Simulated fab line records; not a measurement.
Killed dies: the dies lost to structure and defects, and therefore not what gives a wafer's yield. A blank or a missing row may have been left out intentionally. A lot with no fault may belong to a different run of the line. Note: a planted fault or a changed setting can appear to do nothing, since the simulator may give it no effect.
Struck lot and sound lot, side by side    flow sfq-line    13 steps out of a route of 325
Sound: these wafers, L503.1, L503.2, L503.4. Struck: wafers L506.1, L506.4, L506.6. The cause is given at the end.
Order at every step that has rows: each side's tool, ch and its chambers, its first start. Under that, the readings that differ: sound wafers    struck wafers    difference of the means    sigmas: that difference in standard deviations of wafers without a fault.
alike: readings whose means differ by less than 2 such deviations, and words and numbers that are the same on both sides. not compared: withheld readings, readings that some wafer has no value for, bounds like >300 that may hide the same value, and numbers for which the record gives no deviation and whose values overlap.
A row with sigmas, a row that says differs or no value, or rows on one side alone: a step with any of these is where the two part. Numbers that don't overlap but have no deviation are shown without sigmas and don't part them. Lack of a reading on every wafer of one side parts them only where that side has two or more wafers.

SFQ_TRILAYER_C5_BARC_OPEN_VIA_ETCH_210: etches BARC in O2, target depth 125 nm, time 41.7 s.
  sound on rie-diel-04 ch 1,2,3, day 71 02:36; struck on rie-diel-02 ch 0,3, day 71 13:03
  alike: drypump-motor-current-A, oes-product-au, rf-fwd-power-W
  not compared: rf-hours-counter-h
SFQ_TRILAYER_C5_ETCH_VIA_ETCH_154: etches SiO2 in CHF3, stops on Nb, target depth 84 nm.
  sound on rie-diel-04 ch 1,2,3, day 71 02:38; struck on rie-diel-02 ch 0,3, day 71 13:05
  alike: drypump-motor-current-A, oes-product-au, rf-fwd-power-W
SFQ_TRILAYER_C5_STRIP_STRIP_155: strips in O2.
  sound on rie-metal-04 ch 0,1, day 71 02:41; struck on rie-metal-04 ch 0,1, day 71 13:08
  alike: drypump-motor-current-A, oes-product-au
  not compared: rf-hours-counter-h
then, 2 steps without rows for these wafers: SFQ_TRILAYER_C5_STRIP_SOLV_CLEAN_156 (cleans in NMP, time 600 s); SFQ_TRILAYER_M6_DEP_PRE_CLEAN_158 (time 22.5 s).
SFQ_TRILAYER_M6_DEP_SPUTTER_157: material Nb, target thk 200 nm, time 133.3 s.
  sound: pvd-sputter-05 at day 71 03:30; struck: pvd-sputter-04 at day 71 13:57
  alike: throttle-valve-pct
SFQ_M6_RS_MEAS_938: a four-point-probe measurement.
  sound: film-metro-02 at day 71 03:35; struck: film-metro-02 at day 71 14:02
  alike: M6_NB_RS
then, 4 steps without rows for these wafers: SFQ_TRILAYER_M6_LITHO_COAT_164 (resist thk 62 nm); SFQ_TRILAYER_M6_LITHO_COAT_159 (resist thk 600 nm); SFQ_TRILAYER_M6_LITHO_SOFTBAKE_163; SFQ_TRILAYER_M6_LITHO_EXPOSE_160 (exposes mask M6, target cd 500 nm).
-- the record jumps here: 5 days lie between the struck wafers' starts before and after --
SFQ_TRILAYER_M6_LITHO_PEB_162: peb time 60 s.
  struck on litho-track-02, day 76 17:10; sound on litho-track-01 ch 0, day 76 03:58
  no value came back on the struck wafers for chill-plate-temp-C (C), exhaust-pa (Pa), heater-power-total-W (W), resist-line-temp-C (C); on the sound wafers chill-plate-temp-C (C) reads 22.92 22.93 22.90
then, 1 step without rows for these wafers: SFQ_TRILAYER_M6_LITHO_DEVELOP_161 (time 60 s).

## WHERE THEY PART
SFQ_TRILAYER_M6_LITHO_PEB_162 only, going by this record.

WHY: whatever the simulator had introduced
Entire step skipped (litho-track-02, SFQ_TRILAYER_M6_LITHO_PEB_162), from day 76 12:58 onward. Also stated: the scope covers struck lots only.
